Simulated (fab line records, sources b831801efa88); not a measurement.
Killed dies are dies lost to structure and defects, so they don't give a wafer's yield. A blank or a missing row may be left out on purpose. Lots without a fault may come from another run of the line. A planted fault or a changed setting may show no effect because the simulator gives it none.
fab line records | flow sky130
record lots=11 wafers=33 last_day=50
route steps=708 shown VIA2@521 METAL3@532 CAPM@540 PAD_OPEN@708
lots that met no fault: from a run of the same line without faults
start_h: hours from the record's first day to the start of the lot's first wafer shown | wait_h: hours since the lot's step before | " the same as in the row above | L1.1+2: a row that stands for several wafers | - no value, or no start given | * or withheld: withheld | < > ~ a bound
route shown NAME@n: a module of which the file shows steps, and the number in the route of the first | usual: mean/standard deviation of fault-free wafers | same: alike in all rows | chamber/n: place in a boat | sites: the reading at each site | _std_site: their standard deviation | _edge_site: outer sites' mean less inner sites' | radius_mm: how far each site lies from the wafer's centre | mask NAME#n: copy n | behind: the tool/chamber that last shaped the wafer | hold: why the lot was held/for how many hours/how that ended | device: the transistor (n, p or np) that didn't switch | end of line: the same wafers' tests at the end of the route | a step without rows: its recipe alone | killed: dies lost to structure and defects at the first sort, not the wafer's yield | map: a wafer's dies, x killed, . not, _ none there
set.NAME: the setting as run; set.NAME@STEP: as run at that earlier step | model.NAME: the simulator's own value behind a step, which no gauge read
steps of the route over a sample of lots; a table a step, a row a wafer
services: from which hour (start_h, from the record's first day; less than 0 if before it) a tool's chamber was out of use, for how many hours, and why
## steps
# step SKY_VIA2_ETCH_14
# recipe chemistry=N2/H2 target=BARC ion_energy_ev=200 source_w=500 bias_w=100 pressure_mtorr=30 n2_flow_sccm=100 h2_flow_sccm=200 stop_on=SiO2 time_s=45.9 target_depth_a=600
# usual drypump_motor_current_A=5.9/0.36 oes_product_au=0.855/0.0053 throttle_valve_pct=13.225/0.01
# same time_s=45.9
# columns lot.wafer tool chamber start_h wait_h drypump_motor_current_A oes_product_au rf_hours_counter_h throttle_valve_pct
L644.1 rie_diel-02 1 865.74 0.0 5.3 0.862 14 13.235
L644.2 " 3 " " 6.3 0.857 12 13.226
L644.3 " 2 " " 6.1 0.870 3 13.211
L645.1 rie_diel-02 3 877.79 0.0 6.3 0.859 12 13.238
L645.2 " 0 " " 5.9 0.855 16 13.236
L645.5 " 0 " " 5.9 0.851 - 13.242
L646.3 rie_diel-02 3 884.92 0.0 6.3 0.864 12 13.235
L646.4 " 1 " " 5.3 0.845 14 13.230
L646.5 " 1 " " 5.3 0.856 - 13.216
L649.2 rie_diel-04 1 911.82 0.0 5.9 0.860 2 13.225
L649.4 " 0 " " 6.4 0.855 15 13.206
L649.6 " 2 " " 6.0 0.864 - 13.225
L658.2 rie_diel-02 2 966.92 0.0 6.1 0.863 6 13.229
L658.4 " 3 " " 6.3 0.853 14 13.215
L658.5 " 3 " " 6.3 0.848 - 13.249
L657.2 rie_diel-02 0 970.97 0.0 5.9 0.844 18 13.218
L657.4 " 3 " " 6.3 0.854 14 13.235
L657.5 " 0 " " 5.9 0.851 - 13.213
L659.1 rie_diel-03 3 974.47 0.0 5.9 0.854 3 13.219
L659.2 " 2 " " 6.2 0.853 23 13.232
L659.4 " 2 " " 6.3 0.855 - 13.211
L660.1 rie_diel-04 1 980.62 0.0 5.9 0.845 4 13.232
L660.2 " 0 " " 6.4 0.853 17 13.231
L660.6 " 0 " " 6.4 0.851 - 13.223
L661.1 rie_diel-03 1 988.57 0.0 5.6 0.845 14 13.215
L661.2 " 3 " " 5.9 0.869 4 13.231
L661.3 " 2 " " 6.2 0.859 23 13.226
L662.1 rie_diel-02 0 997.52 0.0 5.9 0.857 19 13.207
L662.2 " 3 " " 6.3 0.843 15 13.231
L662.5 " 0 " " 5.9 0.866 - 13.215
L663.1 rie_diel-04 0 1003.99 0.0 6.4 0.856 17 13.233
L663.5 " 3 " " 5.7 0.856 - 13.235
L663.6 " 2 " " 5.9 0.849 - 13.217
# step SKY_METAL3_SPUTTER_00
# recipe material=Ti target_thk_nm=15 power_w=3000 time_s=10 chamber_pressure_pa=0.4
# usual throttle_valve_pct=30.4/1.4
# same time_s=10
# columns lot.wafer tool chamber start_h wait_h throttle_valve_pct
L644.1 pvd_sputter-03 - 867.15 0.2 31.7
L644.2 " - " " 29.8
L644.3 " - " " 30.5
L645.1 pvd_sputter-04 - 879.19 0.1 32.1
L645.2 " - " " 31.0
L645.5 " - " " 30.8
L646.3 pvd_sputter-03 - 886.29 0.2 27.3
L646.4 " - " " 30.2
L646.5 " - " " 27.4
L649.2 pvd_sputter-04 - 913.43 0.1 30.9
L649.4 " - " " 31.3
L649.6 " - " " 29.4
L658.2 pvd_sputter-03 - 968.63 0.1 32.3
L658.4 " - " " 29.6
L658.5 " - " " 27.3
L657.2 pvd_sputter-04 - 972.38 0.1 29.2
L657.4 " - " " 30.7
L657.5 " - " " 30.6
L659.1 pvd_sputter-03 - 976.01 0.1 30.1
L659.2 " - " " 27.3
L659.4 " - " " 27.5
L660.1 pvd_sputter-03 - 981.99 0.2 31.9
L660.2 " - " " 29.6
L660.6 " - " " 27.4
L661.1 pvd_sputter-04 - 989.94 0.1 31.9
L661.2 " - " " 29.5
L661.3 " - " " 31.5
L662.1 pvd_sputter-04 - 998.90 0.1 29.4
L662.2 " - " " 30.8
L662.5 " - " " 31.9
L663.1 pvd_sputter-04 - 1005.39 0.2 29.6
L663.5 " - " " 29.3
L663.6 " - " " 31.7
# step SKY_CAPM_RS_MEAS_03
# recipe thk_meas_gauge=four-point-probe reads=TiN_of_CAPM_SPUTTER_02
# usual CAPM_TIN_RS=6.90/0.076
# columns lot.wafer tool chamber start_h wait_h CAPM_TIN_RS[ohm/sq]
L644.1 film_metro-03 - 867.49 0.1 6.84
L644.2 " - " " 6.91
L644.3 " - " " 6.91
L645.1 film_metro-03 - 879.54 0.1 6.93
L645.2 " - " " 6.98
L645.5 " - " " 6.87
L646.3 film_metro-04 - 886.68 0.1 6.88
L646.4 " - " " 6.90
L646.5 " - " " 6.85
L649.2 film_metro-04 - 913.79 0.1 7.00
L649.4 " - " " 7.00
L649.6 " - " " 7.06
L658.2 film_metro-04 - 969.00 0.1 6.82
L658.4 " - " " 6.87
L658.5 " - " " 6.83
L657.2 film_metro-04 - 972.74 0.1 6.89
L657.4 " - " " 6.86
L657.5 " - " " 6.88
L659.1 film_metro-02 - 976.36 0.1 6.70
L659.2 " - " " 6.80
L659.4 " - " " 6.82
L660.1 film_metro-02 - 982.35 0.1 6.97
L660.2 " - " " 7.04
L660.6 " - " " 6.92
L661.1 film_metro-04 - 990.29 0.1 6.86
L661.2 " - " " 6.90
L661.3 " - " " 6.85
L662.1 film_metro-04 - 999.24 0.1 6.84
L662.2 " - " " 6.82
L662.5 " - " " 6.75
L663.1 film_metro-03 - 1005.74 0.1 6.83
L663.5 " - " " 6.90
L663.6 " - " " 6.85
# step SKY_CAPM_SOFTBAKE_08
# recipe temp_c=90 time_s=60 resist=NOVOLAK
# usual heater_power_total_W=56.60/0.044 plate_temp_C=90.00/0.12
# same time_s=60
# columns lot.wafer tool chamber start_h wait_h heater_power_total_W plate_temp_C
L644.1 litho_track-04 0 880.86 0.1 56.57 89.98
L644.2 " 0 " " 56.63 90.05
L644.3 " 0 " " 56.66 89.94
L645.1 litho_track-04 0 891.96 0.1 64.34 98.60
L645.2 " 0 " " 64.29 98.60
L645.5 " 0 " " 64.26 98.64
L646.3 litho_track-04 0 898.86 0.1 64.39 98.57
L646.4 " 0 " " 64.38 98.74
L646.5 " 0 " " 64.36 98.47
L649.2 litho_track-02 0 925.95 0.1 56.63 90.18
L649.4 " 0 " " 56.62 90.21
L649.6 " 0 " " 56.63 90.02
L658.2 litho_track-04 0 980.94 0.1 56.60 89.82
L658.4 " 0 " " 56.58 90.01
L658.5 " 0 " " 56.56 89.80
L657.2 litho_track-01 0 984.39 0.1 56.70 90.10
L657.4 " 0 " " 56.57 90.14
L657.5 " 0 " " 56.66 90.15
L659.1 litho_track-04 0 987.81 0.1 56.58 90.11
L659.2 " 0 " " 56.59 90.01
L659.4 " 0 " " 56.71 90.11
L660.1 litho_track-01 0 993.36 0.1 56.63 90.07
L660.2 " 0 " " 56.59 89.93
L660.6 " 0 " " 56.58 90.18
L661.1 litho_track-04 0 1001.62 0.1 56.50 90.05
L661.2 " 0 " " 56.57 89.89
L661.3 " 0 " " 56.62 90.12
L662.1 litho_track-02 0 1010.27 0.1 56.54 90.01
L662.2 " 0 " " 56.58 89.88
L662.5 " 0 " " 56.64 89.94
L663.1 litho_track-02 0 1017.02 0.1 56.63 90.00
L663.5 " 0 " " 56.59 89.90
L663.6 " 0 " " 56.67 89.99
# step SKY_CAPM_STRIP_14
# recipe chemistry=O2/N2 power_w=1400 pressure_mtorr=1500 platen_temp_c=withheld o2_flow_sccm=3000 n2_flow_sccm=300 overash_fraction=0.5
# usual drypump_motor_current_A=6.0/0.31 oes_product_au=0.710/0.0047 strip_time_to_endpoint_s=12.63/0.044
# columns lot.wafer tool chamber start_h wait_h drypump_motor_current_A oes_product_au rf_hours_counter_h strip_time_to_endpoint_s
L644.1 plasma_asher-01 1 893.53 0.1 5.9 0.722 15 12.64
L644.2 " 0 " " 6.4 0.703 15 12.75
L644.3 " 0 " " 6.4 0.716 - 12.63
L645.1 plasma_asher-02 0 904.78 0.1 5.8 0.709 79 12.32
L645.2 " 1 " " 5.6 0.715 79 12.41
L645.5 " 1 " " 5.5 0.719 - 12.41
L646.3 plasma_asher-02 1 911.06 0.1 5.6 0.713 - 12.33
L646.4 " 0 " " 5.8 0.710 - 12.39
L646.5 " 0 " " 5.8 0.711 - 12.31
L649.2 plasma_asher-01 0 938.20 0.1 6.4 0.722 19 12.64
L649.4 " 1 " " 5.9 0.709 - 12.59
L649.6 " 1 " " 5.9 0.715 - 12.62
L658.2 plasma_asher-03 1 992.33 0.1 6.1 0.707 55 12.60
L658.4 " 0 " " 6.4 0.712 - 12.57
L658.5 " 1 " " 6.0 0.713 - 12.59
L657.2 plasma_asher-01 0 996.13 0.1 6.4 0.713 25 12.52
L657.4 " 1 " " 5.9 0.706 - 12.58
L657.5 " 1 " " 5.9 0.708 - 12.55
L659.1 plasma_asher-02 0 999.09 0.1 5.8 0.707 88 12.63
L659.2 " 1 " " 5.6 0.713 88 12.70
L659.4 " 0 " " 5.8 0.710 - 12.65
L660.1 plasma_asher-01 0 1005.22 0.1 6.4 0.702 26 12.58
L660.2 " 1 " " 5.9 0.705 26 12.59
L660.6 " 1 " " 5.9 0.719 - 12.62
L661.1 plasma_asher-01 1 1012.73 0.1 5.9 0.707 27 12.58
L661.2 " 0 " " 6.4 0.716 27 12.57
L661.3 " 1 " " 6.0 0.713 - 12.61
L662.1 plasma_asher-01 1 1021.53 0.1 5.9 0.713 28 12.66
L662.2 " 0 " " 6.4 0.714 28 12.67
L662.5 " 0 " " 6.4 0.713 - 12.70
L663.1 plasma_asher-02 1 1029.35 0.1 5.6 0.707 91 12.59
L663.5 " 1 " " 5.5 0.718 - 12.63
L663.6 " 0 " " 5.8 0.708 - 12.61
# step SKY_PAD_OPEN_PROBE_99
# usual defect_limited_yield=82.3/2 killed_at_M0_to_M3=44/7.1 killed_at_M4_up=3.3/1.8 killed_at_contacts=24/5.1 killed_at_front_end=16/4.7 killed_at_other=0.3/0.52 killed_dies=87/9.7 killed_open=47/6.8 killed_short=39/6.7 sort_bin_3_pad_short=0.9/0.43 sort_bin_5_function=10.4/1.4 sort_bin_6_memory=6.4/1.2 sort_n_pass=405/9.7 sort_yield_pct=82.3/2
# same gross_dies=492 killed_at_back_side=0 sort_bin_4_leakage[%]=0 sort_bin_8_speed[%]=0
# columns lot.wafer tool chamber start_h wait_h defect_limited_yield[%] killed_at_M0_to_M3 killed_at_M4_up killed_at_contacts killed_at_front_end killed_at_other killed_dies killed_open killed_short sort_bin_3_pad_short[%] sort_bin_5_function[%] sort_bin_6_memory[%] sort_n_pass sort_yield_pct[%]
L649.2 prober-02 - 1125.73 0.1 83.7 42 5 18 15 0 80 41 38 0.8 8.9 6.5 412 83.7
L649.4 prober-02 - 1125.83 0.2 81.3 53 4 22 13 0 92 51 41 1.2 10.4 7.1 400 81.3
L649.6 prober-02 - 1125.93 0.2 84.3 42 3 18 14 0 77 53 24 0.6 9.6 5.5 415 84.3
# killed by level:class
L649.2 VIA1:geometric_particle:open=12 CONTACT:geometric_particle:open=7 METAL4:geometric_particle:short=5 VIA3:geometric_particle:open=5 VIA1:geometric_particle:short=5 FIELD_ISO:geometric_particle:short=4 POLY_GATE:geometric_particle:open=4 LOCAL_INTERCONNECT:geometric_particle:short=4
L649.4 VIA1:geometric_particle:open=20 CONTACT:geometric_particle:open=10 CONTACT:geometric_particle:short=6 METAL2:geometric_particle:short=6 VIA2:geometric_particle:open=6 METAL1:geometric_particle:short=5 VIA3:geometric_particle:open=5 POLY_GATE:geometric_particle:short=4
L649.6 VIA1:geometric_particle:open=12 VIA2:geometric_particle:open=9 CONTACT:geometric_particle:open=8 VIA3:geometric_particle:open=7 FIELD_ISO:geometric_particle:open=4 LI_CONTACT:geometric_particle:open=4 VIA1:geometric_particle:short=4 VIA3:geometric_particle:short=4
## services
# columns tool chamber start_h hours kind
rie_diel-04 0 848.70 8.2 repair
pvd_sputter-04 - 854.81 2.0 repair
rie_diel-03 3 857.69 - clean
rie_diel-03 3 857.69 20.6 scheduled_down
rie_diel-02 3 859.12 6.3 repair
plasma_asher-01 - 877.99 4.4 repair
rie_diel-03 2 880.33 10.3 repair
rie_diel-03 - 891.74 1.2 repair
rie_diel-02 3 892.25 4.3 repair
plasma_asher-03 - 918.81 0.8 repair
plasma_asher-03 - 919.86 1.5 repair
rie_diel-04 1 921.61 5.1 repair
pvd_sputter-04 - 966.36 3.0 repair
rie_diel-03 0 967.95 10.4 repair
pvd_sputter-03 3 969.87 - consumable_replace:kit
pvd_sputter-03 3 969.87 18.0 scheduled_down
pvd_sputter-03 3 969.87 18.0 vent_cycle
rie_diel-03 1 971.55 3.3 repair
rie_diel-04 3 978.75 7.2 repair
rie_diel-03 - 979.48 4.3 pm
pvd_sputter-04 2 996.46 - consumable_replace:kit
pvd_sputter-04 2 996.46 18.0 scheduled_down
pvd_sputter-04 2 996.46 18.0 vent_cycle
plasma_asher-03 - 1014.03 1.5 repair
## key
first_sign step=SKY_CAPM_SOFTBAKE_08 reading=heater_power_total_W direction=up sigmas=99+ usual=* struck=*
effect step=SKY_CAPM_SOFTBAKE_08 reading=plate_temp_C direction=up sigmas=72 usual=* struck=*
effect step=SKY_CAPM_STRIP_14 reading=strip_time_to_endpoint_s direction=down sigmas=6.3 usual=* struck=*
met_at SKY_CAPM_SOFTBAKE_08
struck_lots L645,L646
not_acting_at SKY_VIA2_ETCH_14,SKY_METAL3_SPUTTER_00,SKY_CAPM_RS_MEAS_03
onset_between 880.86 891.96
fault kind=process_parameter_drift tool=litho_track-04 chamber=- onset_h=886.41 steps=SKY_CAPM_SOFTBAKE_08 channel=temp_c offset=* shape=step end_h=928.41 acts_in=* stated=*
